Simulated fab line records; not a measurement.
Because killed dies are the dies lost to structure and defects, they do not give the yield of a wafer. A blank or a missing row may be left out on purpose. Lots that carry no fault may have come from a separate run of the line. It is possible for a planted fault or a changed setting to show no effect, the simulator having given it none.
Struck lot and sound lot, side by side | flow sky130 | 43 steps out of a route of 708
Sound: these wafers, L221.3, L221.4, L221.5. Struck: wafer L229.3. (L229.2 of the same lot was not struck and is left out.) The cause comes at the end.
At each step with rows: each side's tool, then ch and its chambers, then its first start. Under that, the readings that differ: sound wafers | struck wafers | difference of the means | sigmas: that difference in standard deviations of wafers without a fault.
alike: words and numbers the same on both sides, and readings whose means are apart by under 2 such deviations; not compared: readings that were withheld, readings missing a value for some wafer, numbers with overlapping values and no deviation given by the record, and bounds like >300 which may hide the same value.
Wherever a step has rows on one side only, a row that says differs or no value, or a row with sigmas, the two part there. Non-overlapping numbers with no deviation appear without sigmas and do not part them. A reading that every wafer of one side lacks parts them only if that side has two wafers or more.

first, 1 step without rows for these wafers: SKY_LDD_HVP_IMPLANT_08.
SKY_LDD_HVP_STRIP_09: strips in O2/N2.
  sound on plasmaAsher-04 ch 0,1, day 24 04:49; struck on plasmaAsher-04 ch 1, day 26 23:00
  alike: drypumpMotorCurrentA, oesProductAu, stripTimeToEndpointS
  not compared: rfHoursCounterH
SKY_LDD_HVP_TW_MEAS_10:
  sound on filmMetro-02, day 24 04:54; struck on filmMetro-01, day 26 23:07
  alike: LDD_HVP_TW
then, 7 steps without rows for these wafers: SKY_LDD_LDN_DEHYDRATE_00 (time 60 s); SKY_LDD_LDN_HMDS_01 (prime time 60 s); SKY_LDD_LDN_COAT_02 (resist thk 1140 nm); SKY_LDD_LDN_SOFTBAKE_03 (time 60 s); SKY_LDD_LDN_EXPOSE_04 (exposes mask LDNTM, target cd 700 nm); SKY_LDD_LDN_PEB_05; SKY_LDD_LDN_DEVELOP_06 (develop time 60 s).
SKY_LDD_LDN_OVL_MEAS_07:
  sound on overlay-02, day 25 10:31; struck on overlay-02, day 28 03:34
  alike: LDD_LDN_OVL
next, for these wafers, 1 step has no rows: SKY_LDD_LDN_IMPLANT_08.
SKY_LDD_LDN_IMPLANT_09:
  sound on implanter-01 ch 0, day 25 10:45; struck on implanter-01 ch 0, day 28 03:47
  alike: beamEnergyKeV
then, 2 steps without rows for these wafers: SKY_LDD_LDN_IMPLANT_10; SKY_LDD_LDN_IMPLANT_11.
SKY_LDD_LDN_STRIP_12: strips in O2/N2.
  sound on plasmaAsher-01 ch 0,1, day 25 11:11; struck on plasmaAsher-02 ch 0, day 28 04:12
  alike: drypumpMotorCurrentA, oesProductAu, stripTimeToEndpointS
  not compared: rfHoursCounterH
SKY_LDD_LDN_TW_MEAS_13:
  sound on filmMetro-02, day 25 11:16; struck on filmMetro-04, day 28 04:19
reading    | sound          | struck | difference | sigmas
LDD_LDN_TW | 1469 1464 1469 | 1429   | -38        | -3
then, 2 steps without rows for these wafers: SKY_LDD_LDN_CLEAN_14 (cleans in SC1/SC2, time 150 s); SKY_SPACER_CVD_00 (deposits Si3N4 from DCS/NH3, target thk 43.1 nm, time 740 s).
SKY_SPACER_THK_MEAS_01:
  sound on filmMetro-01, day 25 12:35; struck on filmMetro-04, day 28 05:38
reading                | sound          | struck | difference | sigmas
SPACER_CVD_00_THK (nm) | 43.2 43.2 43.0 | 44.1   | +1.0       | +2
SKY_SPACER_ETCHBACK_02: etches Si3N4 in CH3F/O2, stops on SiO2, time 46.7 s, target depth 45 nm.
  sound on rieDiel-03 ch 1,2,3, day 25 12:38; struck on rieDiel-02 ch 1, day 28 05:41
reading             | sound             | struck | difference | sigmas
oesProductAu (a.u.) | 0.847 0.848 0.849 | 0.872  | +0.024     | +4
  alike: drypumpMotorCurrentA, throttleValvePct
  not compared: rfHoursCounterH
then, 8 steps without rows for these wafers: SKY_POLY_CUT_DEHYDRATE_00 (time 60 s); SKY_POLY_CUT_HMDS_01 (prime time 60 s); SKY_POLY_CUT_COAT_02 (resist thk 60 nm); SKY_POLY_CUT_COAT_03 (resist thk 450 nm); SKY_POLY_CUT_SOFTBAKE_04 (time 90 s); SKY_POLY_CUT_EXPOSE_05 (exposes mask NPCM, target cd 270 nm); SKY_POLY_CUT_PEB_06; SKY_POLY_CUT_DEVELOP_07 (develop time 60 s).
SKY_POLY_CUT_CD_MEAS_08: target cd 270 nm.
  sound on cdSem-02, day 26 17:34; struck on cdSem-02, day 29 09:46
  alike: cdNm
SKY_POLY_CUT_OVL_MEAS_09:
  sound on overlay-02, day 26 17:39; struck on overlay-01, day 29 09:52
reading           | sound     | struck | difference | sigmas
POLY_CUT_OVL (nm) | -10 -6 -6 | 4      | +11        | +2
SKY_POLY_CUT_ETCH_10: etches BARC in N2/H2, stops on SiO2, time 45.9 s, target depth 60 nm.
  sound on rieDiel-04 ch 0,1,3, day 26 17:40; struck on rieDiel-02 ch 1, day 29 09:54
reading                  | sound             | struck | difference | sigmas
drypumpMotorCurrentA (A) | 5.84 5.55 6.04    | 6.47   | +0.66      | +2
oesProductAu (a.u.)      | 0.842 0.848 0.849 | 0.857  | +0.011     | +2
  alike: throttleValvePct
  not compared: rfHoursCounterH
then, 1 step without rows for these wafers: SKY_POLY_CUT_ETCH_11 (etches Si3N4 in CF4/CH2F2/Ar, stops on poly-Si, time 42.5 s, target depth 60 nm).
SKY_POLY_CUT_STRIP_12: strips in O2/N2.
  sound on plasmaAsher-03 ch 0,1, day 26 17:47; struck on plasmaAsher-04 ch 0, day 29 09:59
  alike: drypumpMotorCurrentA, oesProductAu, stripTimeToEndpointS
  not compared: rfHoursCounterH
then, 7 steps without rows for these wafers: SKY_SD_P_DEHYDRATE_00 (time 60 s); SKY_SD_P_HMDS_01 (prime time 60 s); SKY_SD_P_COAT_02 (resist thk 1140 nm); SKY_SD_P_SOFTBAKE_03 (time 60 s); SKY_SD_P_EXPOSE_04 (exposes mask PSDM, target cd 380 nm); SKY_SD_P_PEB_05; SKY_SD_P_DEVELOP_06 (develop time 60 s).
SKY_SD_P_CD_MEAS_07: target cd 380 nm.
  sound on cdSem-01, day 27 22:09; struck on cdSem-02, day 30 13:17
  alike: cdNm
-- a jump in the record: the struck wafers' starts before and after are 19 days apart (it breaks off in module SD_P and resumes in module PAD_OPEN, where the first step shown is number 708 of the route) --
SKY_PAD_OPEN_PROBE_99:
  sound on prober-02, day 47 10:35; struck on prober-01, day 49 07:43
reading       | sound | struck                  | difference                   | sigmas
hold          | - - - | awaitDispo/2.5h/release | no value on the sound wafers | 
killedAtOther | 0 2 2 | 0                       | -1                           | -2
  alike: killed_at_M0_to_M3, killed_at_M4_up, killedAtContacts, killedAtFrontEnd, killedDies, killedOpen, killedShort

== WHERE THEY PART ==
At SKY_LDD_LDN_TW_MEAS_13 first; at SKY_PAD_OPEN_PROBE_99 last (within this record only).

WHY: what the simulator had put in
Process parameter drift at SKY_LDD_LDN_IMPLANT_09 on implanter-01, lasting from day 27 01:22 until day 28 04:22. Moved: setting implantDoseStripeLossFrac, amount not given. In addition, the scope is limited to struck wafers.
